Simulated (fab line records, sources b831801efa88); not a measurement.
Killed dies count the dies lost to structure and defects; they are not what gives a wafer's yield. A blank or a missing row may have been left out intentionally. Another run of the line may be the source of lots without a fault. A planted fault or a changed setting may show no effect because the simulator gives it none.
Problem report in the 8D (eight disciplines) form, filled by code / flow sky130 / the parts of the form that need people (team, actions taken, sign-off) are left out

== 1. PROBLEM STATEMENT ==
Wafers without a fault read 16, standard deviation 4.3; killed at front end at SKY_PAD_OPEN_PROBE_99 reads a mean of 50 on 6 wafers belonging to 2 lots. Measured from the usual mean, that is +7.9 standard deviations.
Earliest sighting: wafer L624.2 on prober-02 at day 50 02:00. At this step, 6 wafers from 2 lots have a number in the record. The rule behind "out" and "out of limits": a value lying over 4 standard deviations away from the usual mean. All remaining wafers that have a number are taken as sound.

== 2. WHAT IT IS, WHAT IT ISN'T ==
question=which readings at this step; is=killed at front end; is not=killed_at_M0_to_M3, killed_at_M4_up, killed at other
question=which lots; is=L624, L625; is not=-
question=which wafers of those lots; is=all that have a number; is not=-
question=read on which tools; is=prober-02; is not=-
question=when; is=from day 50 02:00; is not=up to then (0 sound wafers)

== 3. THE SUSPECTS, EACH WITH WHAT RULES IT OUT ==
Counting: any tool at a process step up to the reading is kept as a suspect provided that every lot that is out went through it and no sound lot did after the first of them.
- plasma asher-01 at SKY_POLY_GATE_STRIP_18 (strips in O2/N2): kept. It ran every lot that is out, first L624 (day 22 22:38), and no sound lot after that.
- prober-02 at SKY_PAD_OPEN_PROBE_99: kept. It ran every lot that is out, first L624 (day 50 02:00), and no sound lot after that. Its own killed at front end readings are out on those wafers.
What counting leaves: plasma asher-01 at SKY_POLY_GATE_STRIP_18 and prober-02 at SKY_PAD_OPEN_PROBE_99.

== 4. THE CAUSE (what the simulator had put in) ==
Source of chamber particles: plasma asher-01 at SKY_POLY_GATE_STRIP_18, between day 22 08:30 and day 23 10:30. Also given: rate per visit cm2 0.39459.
2 suspects survive the count, and this tool is in that group.

== 5. THE CHAIN OF EFFECTS, in route order ==
One row per reading whose mean, taken over the struck wafers that have a number, lies over 3 standard deviations from the usual. Only readings whose record carries a usual standard deviation are examined. hours: median over the lots of the time between each lot's start at the first step of this table that gives one and its start at this step. sigmas: the change, counted in usual standard deviations.
hours=0; step=SKY_PAD_OPEN_PROBE_99; reading=killed at front end; usual=16; on struck wafers=50; change=+34; sigmas=+7.9
hours=0; step=SKY_PAD_OPEN_PROBE_99; reading=killed dies; usual=84; on struck wafers=117; change=+33; sigmas=+3.5
Its process steps:
- SKY_PAD_OPEN_PROBE_99

== 6. WHAT WOULD HAVE CAUGHT IT SOONER ==
First out-of-limits reading in this record: day 50 02:00, which is 666 hours after fault onset at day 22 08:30.
No tool reading at SKY_POLY_GATE_STRIP_18 that has a usual standard deviation in the record was out on any struck wafer, so an alarm limit of 4 standard deviations on those readings would not have fired.
All the lots that are out (2) had begun SKY_POLY_GATE_STRIP_18 on plasma asher-01 by day 50 02:00. A hold on the tool at that time would have spared none of them.
